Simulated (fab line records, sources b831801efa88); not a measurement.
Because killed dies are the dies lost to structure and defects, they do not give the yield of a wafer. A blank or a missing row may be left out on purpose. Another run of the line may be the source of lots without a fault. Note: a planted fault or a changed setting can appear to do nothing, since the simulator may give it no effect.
Matching of chambers + flow gf180mcu + cmp-02 running GF_V4_CMP_04: 4 sister chambers
The step polishes SiO2. 4 wafers are shown with their chamber, then 12 later ones without.

== WAFERS PAIRED WITH THEIR CHAMBERS ==
| wafer  | chamber | motor_current_A (A) |
|--------|---------|---------------------|
| L085.4 | 2       | 14.0                |
| L086.3 | 1       | 13.6                |
| L086.5 | 3       | 13.7                |
| L086.6 | 0       | 13.7                |

== WAFERS MISSING THEIR CHAMBER ==
| wafer  | motor_current_A (A) |
|--------|---------------------|
| L087.1 | 13.0                |
| L087.3 | 13.3                |
| L087.4 | 13.4                |
| L088.1 | 12.2                |
| L088.2 | 13.4                |
| L088.3 | 13.3                |
| L092.2 | 13.8                |
| L092.3 | 12.8                |
| L092.6 | 14.5                |
| L094.1 | 12.4                |
| L094.4 | 14.0                |
| L094.5 | 13.4                |

== THE CHAMBER EACH PASSED THROUGH ==
| wafer  | from the rows above               | in truth |
|--------|-----------------------------------|----------|
| L087.1 | can't be placed: 1 or 0 or 3 or 2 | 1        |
| L087.3 | can't be placed: 1 or 0 or 3 or 2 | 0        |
| L087.4 | can't be placed: 1 or 0 or 3 or 2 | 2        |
| L088.1 | can't be placed: 1 or 0 or 3 or 2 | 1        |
| L088.2 | can't be placed: 1 or 0 or 3 or 2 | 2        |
| L088.3 | can't be placed: 1 or 0 or 3 or 2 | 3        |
| L092.2 | can't be placed: 0 or 3 or 2 or 1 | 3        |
| L092.3 | can't be placed: 1 or 0 or 3 or 2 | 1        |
| L092.6 | can't be placed: 2 or 0 or 3 or 1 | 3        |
| L094.1 | can't be placed: 1 or 0 or 3 or 2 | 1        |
| L094.4 | can't be placed: 2 or 0 or 3 or 1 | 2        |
| L094.5 | can't be placed: 1 or 0 or 3 or 2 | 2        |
Placed correctly: 0 of 12. Not placeable from these rows: 12 (in 12, the candidates include the true chamber). Wrongly placed: 0.
How it was worked out, from the rows above alone: a wafer's distance from a chamber is the root of the sum, over the readings, of the square of ((its reading less the chamber's mean) divided by the reading's scatter). The wafer belongs to the nearest chamber; if the next one is less than 2 further off, it can't be placed. For every chamber, the mean is computed from those of its wafers that are shown. The scatter: with one shown wafer a chamber, the root of the mean of the squares of how far each hidden wafer lies from its nearest shown one.
